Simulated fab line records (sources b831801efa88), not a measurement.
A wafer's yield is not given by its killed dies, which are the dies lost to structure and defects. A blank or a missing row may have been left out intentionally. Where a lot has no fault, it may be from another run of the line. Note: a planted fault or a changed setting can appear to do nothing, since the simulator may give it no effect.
Which of the tools did it? + flow sky130 + 11 lots with 33 wafers sampled at 5 steps, on a route of 708 steps

WHAT THE GAUGES READ, wafer by wafer
SKY_LI_CONTACT_BOW_MEAS_03. Usual: LI_CONTACT_BOW gives 55 um (standard deviation 7.1).
| lot  | measured     | on            | LI_CONTACT_BOW (um) | flag |
|------|--------------|---------------|---------------------|------|
| L295 | day 28 17:01 | film metro-02 | 49 51 59            |      |
| L298 | day 29 17:56 | film metro-02 | 50 52 57            |      |
| L299 | day 30 11:37 | film metro-03 | 62 62 66            |      |
| L303 | day 31 19:48 | film metro-02 | 56 52 45            |      |
| L305 | day 32 01:13 | film metro-02 | 60 54 53            |      |
| L306 | day 32 08:28 | film metro-02 | 59 64 50            |      |
| L309 | day 33 02:28 | film metro-02 | 59 55 47            |      |
| L308 | day 33 04:17 | film metro-04 | 52 60 54            |      |
| L310 | day 33 06:07 | film metro-04 | 50 53 52 - - -      |      |
| L311 | day 33 18:38 | film metro-02 | 54 36 53 - - -      |      |
| L312 | day 33 21:49 | film metro-03 | 62 63 54            |      |

SKY_LOCAL_INTERCONNECT_CD_MEAS_11: the cd target is 170 nm. Usual: cd nm at 170.7 nm, with a standard deviation of 1.4.
| lot  | measured     | on        | cd nm (nm)        | flag |
|------|--------------|-----------|-------------------|------|
| L295 | day 31 03:50 | cd sem-02 | 170.6 169.4 169.0 |      |
| L298 | day 32 02:02 | cd sem-02 | 172.1 170.9 170.4 |      |
| L299 | day 32 21:11 | cd sem-02 | 170.9 171.8 172.0 |      |
| L303 | day 34 04:38 | cd sem-02 | 172.1 172.2 173.4 |      |
| L305 | day 34 09:02 | cd sem-02 | 171.1 172.1 170.3 |      |
| L306 | day 34 16:14 | cd sem-01 | 172.1 170.5 171.2 |      |
| L309 | day 35 10:41 | cd sem-02 | 172.8 172.4 171.6 |      |
| L308 | day 35 11:40 | cd sem-02 | 169.9 168.8 169.5 |      |
| L310 | day 35 13:11 | cd sem-02 | 171.7 170.5 171.9 |      |
| L311 | day 36 01:56 | cd sem-02 | 169.7 170.6 170.9 |      |
| L312 | day 36 05:47 | cd sem-01 | 171.9 172.1 172.6 |      |

SKY_CONTACT_RS_MEAS_25: the measuring method here is four-point-probe. Usual: CONTACT_W_RS gives 0.337 ohm/sq (standard deviation 0.0043).
| lot  | measured     | on            | CONTACT_W_RS (ohm/sq) | flag |
|------|--------------|---------------|-----------------------|------|
| L295 | day 32 09:29 | film metro-03 | 0.340 0.337 0.339     |      |
| L298 | day 33 07:52 | film metro-01 | 0.333 0.332 0.338     |      |
| L299 | day 34 03:14 | film metro-02 | 0.340 0.335 0.342     |      |
| L303 | day 35 10:51 | film metro-02 | 0.332 0.333 0.336     |      |
| L305 | day 35 14:47 | film metro-03 | 0.341 0.338 0.338     |      |
| L306 | day 35 20:47 | film metro-02 | 0.339 0.341 0.338     |      |
| L309 | day 36 16:50 | film metro-02 | 0.333 0.337 0.337     |      |
| L308 | day 36 17:58 | film metro-01 | 0.345 0.341 0.341     |      |
| L310 | day 36 19:15 | film metro-02 | 0.332 0.336 0.332     |      |
| L311 | day 37 07:10 | film metro-01 | 0.330 0.332 0.337     |      |
| L312 | day 37 11:20 | film metro-02 | 0.330 0.336 0.336     |      |

EACH LOT AND THE TOOL THAT RAN IT (in order: tool; ch and the chambers of the sampled wafers; start)
| lot  | SKY_LI_CONTACT_CMP_02         | SKY_LI_CONTACT_ETCH_15             |
|------|-------------------------------|------------------------------------|
| L295 | cmp-01 ch 0,2, day 28 16:46   | rie diel-02 ch 1,2, day 29 22:11   |
| L298 | cmp-02 ch 1,2, day 29 17:35   | rie diel-01 ch 0,3, day 30 21:50   |
| L299 | cmp-01 ch 0,2,3, day 30 11:25 | rie diel-02 ch 1,2,3, day 31 16:10 |
| L303 | cmp-01 ch 1,2, day 31 19:30   | rie diel-01 ch 0,2, day 33 00:31   |
| L305 | cmp-01 ch 0,3, day 32 00:55   | rie diel-01 ch 1,2,3, day 33 04:46 |
| L306 | cmp-02 ch 0,1,2, day 32 08:13 | rie diel-01 ch 0,1,2, day 33 11:35 |
| L309 | cmp-01 ch 0,1,2, day 33 02:10 | rie diel-02 ch 1,2,3, day 34 06:05 |
| L308 | cmp-02 ch 0,3, day 33 04:01   | rie diel-02 ch 0,1,2, day 34 07:14 |
| L310 | cmp-01 ch 2,3, day 33 05:46   | rie diel-01 ch 0,3, day 34 08:49   |
| L311 | cmp-01 ch 1,2,3, day 33 18:22 | rie diel-01 ch 1,3, day 34 21:52   |
| L312 | cmp-02 ch 0,1,2, day 33 21:34 | rie diel-02 ch 0,1, day 35 01:43   |
- SKY_LI_CONTACT_CMP_02: polishes PSG.
- SKY_LI_CONTACT_ETCH_15: etches PSG in C4F8/O2/Ar, stops on Si, target depth 600 nm.

AS READ BY THE TOOLS THEMSELVES (means over the sampled wafers that have a number; for cases with no such wafer, the mark the record gives instead)
SKY_LI_CONTACT_CMP_02. Usual: motor current A 11.7 A, standard deviation 0.75; slurry flow ml min 150.1, standard deviation 0.43; time to endpoint s 32.7 s, standard deviation 2.6.
| lot  | tool   | motor current A (A) | slurry flow ml min | time to endpoint s (s) | flag |
|------|--------|---------------------|--------------------|------------------------|------|
| L295 | cmp-01 | 10.8                | 149.9              | 33.0                   |      |
| L298 | cmp-02 | 12.2                | 149.9              | 30.8                   |      |
| L299 | cmp-01 | 11.4                | 150.1              | 33.6                   |      |
| L303 | cmp-01 | 11.5                | 149.8              | 31.5                   |      |
| L305 | cmp-01 | 10.9                | 150.0              | 32.5                   |      |
| L306 | cmp-02 | 12.4                | 150.0              | 32.5                   |      |
| L309 | cmp-01 | 11.2                | 150.4              | 35.5                   |      |
| L308 | cmp-02 | 11.7                | 150.1              | 32.5                   |      |
| L310 | cmp-01 | 11.7                | 149.9              | 37.1                   |      |
| L311 | cmp-01 | 11.4                | 150.0              | 37.8                   |      |
| L312 | cmp-02 | 11.8                | 150.2              | 33.9                   |      |

SKY_LI_CONTACT_ETCH_15. Usual: oes product au at 0.837 a.u., with a standard deviation of 0.0048.
| lot  | tool        | oes product au (a.u.) | flag |
|------|-------------|-----------------------|------|
| L295 | rie diel-02 | 0.835                 |      |
| L298 | rie diel-01 | 0.841                 |      |
| L299 | rie diel-02 | 0.840                 |      |
| L303 | rie diel-01 | 0.839                 |      |
| L305 | rie diel-01 | 0.834                 |      |
| L306 | rie diel-01 | 0.834                 |      |
| L309 | rie diel-02 | 0.840                 |      |
| L308 | rie diel-02 | 0.835                 |      |
| L310 | rie diel-01 | 0.791                 | OFF  |
| L311 | rie diel-01 | 0.793                 | OFF  |
| L312 | rie diel-02 | 0.838                 |      |

THE ANSWER, worked out from the rows above alone
Rule: lot off if the mean of its wafers having a number is beyond 3 standard deviations from the usual mean. Also off: a lot with no number at a reading for which 4 or more lots have one. Any other lot the step has rows for is counted as sound. The gauges are gone through in route order, then the tools' own readings, and for those a lot's mean is taken as printed above. At the first step where some lot is off, the reading lying furthest off is the one used; lots without a number count as furthest.
Off, at SKY_LI_CONTACT_ETCH_15 on oes product au: L310, L311.
If a tool, at that step or one of the process steps before it, ran each lot that is off and ran no sound lot following the first of them, it fits. 2 tools fit, cmp-01 at SKY_LI_CONTACT_CMP_02 and rie diel-01 at SKY_LI_CONTACT_ETCH_15, so this cannot tell which one it is.

WHAT THE SIMULATOR HAD INSERTED
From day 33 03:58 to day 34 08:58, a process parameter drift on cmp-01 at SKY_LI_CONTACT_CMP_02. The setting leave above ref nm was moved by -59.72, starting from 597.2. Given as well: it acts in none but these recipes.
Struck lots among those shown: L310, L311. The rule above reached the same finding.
